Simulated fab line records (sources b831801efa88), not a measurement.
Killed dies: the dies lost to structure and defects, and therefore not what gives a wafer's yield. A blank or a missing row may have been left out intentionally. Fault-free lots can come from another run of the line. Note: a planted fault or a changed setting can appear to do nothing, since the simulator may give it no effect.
Which of the tools did it? | flow sky130 | 6 lots, 18 wafers sampled, at 3 steps of a route of 708

WHAT THE GAUGES SHOWED, per wafer
SKY_VIA1_THK_MEAS_01.
lot  | measured     | on            | VIA1_HDPCVD_THK (nm)
L579 | day 33 07:52 | film-metro-01 | 1071 1057 1072
L583 | day 34 18:28 | film-metro-01 | 1073 1081 1066
L585 | day 35 15:37 | film-metro-01 | 1061 1067 1060
L587 | day 36 06:23 | film-metro-01 | 1054 1085 1063
L590 | day 37 00:31 | film-metro-04 | 1081 1088 1081
L596 | day 38 22:52 | film-metro-01 | 1076 1072 1067

WHICH TOOL RAN EACH LOT (tool, then ch and the chambers of the sampled wafers, then the start)
lot  | SKY_METAL1_SPUTTER_02        | SKY_METAL1_METAL_ETCH_19
L579 | pvd-sputter-02, day 32 04:13 | rie-metal-01 ch 0,1, day 33 07:01
L583 | pvd-sputter-02, day 33 14:33 | rie-metal-01 ch 0,1, day 34 17:40
L585 | pvd-sputter-01, day 34 11:21 | rie-metal-02 ch 0,1, day 35 14:19
L587 | pvd-sputter-01, day 35 02:14 | rie-metal-01 ch 0,1, day 36 05:29
L590 | pvd-sputter-01, day 35 22:13 | rie-metal-02 ch 0,1, day 36 23:22
L596 | pvd-sputter-01, day 37 19:52 | rie-metal-02 ch 0,1, day 38 22:04
- SKY_METAL1_SPUTTER_02: material AlCu, target thk 250 nm, time 13.3 s.
- SKY_METAL1_METAL_ETCH_19: etches the open film in Cl2/BCl3, stops on SiO2, target depth 360 nm, time 76.42 s.

THE ANSWER, worked out from the rows above alone
Rule: usual is defined by the lots themselves. Put in order of their means at a reading, lots are off if they are a third of the lots or fewer, leave a main group of 4 or more, and stand apart from it by a gap of 3 or more times the standard deviation of the main group's means; of several such gaps the widest counts. If all means in a main group match to the digits the tables above print for the reading, that group is not used. Also off: a lot with no number at a reading for which 4 or more lots have one. The other lots that the step has rows for count as sound.
Across all readings shown, no lot is off: no conclusion can be drawn from this.

WHAT WAS PUT IN BY THE SIMULATOR
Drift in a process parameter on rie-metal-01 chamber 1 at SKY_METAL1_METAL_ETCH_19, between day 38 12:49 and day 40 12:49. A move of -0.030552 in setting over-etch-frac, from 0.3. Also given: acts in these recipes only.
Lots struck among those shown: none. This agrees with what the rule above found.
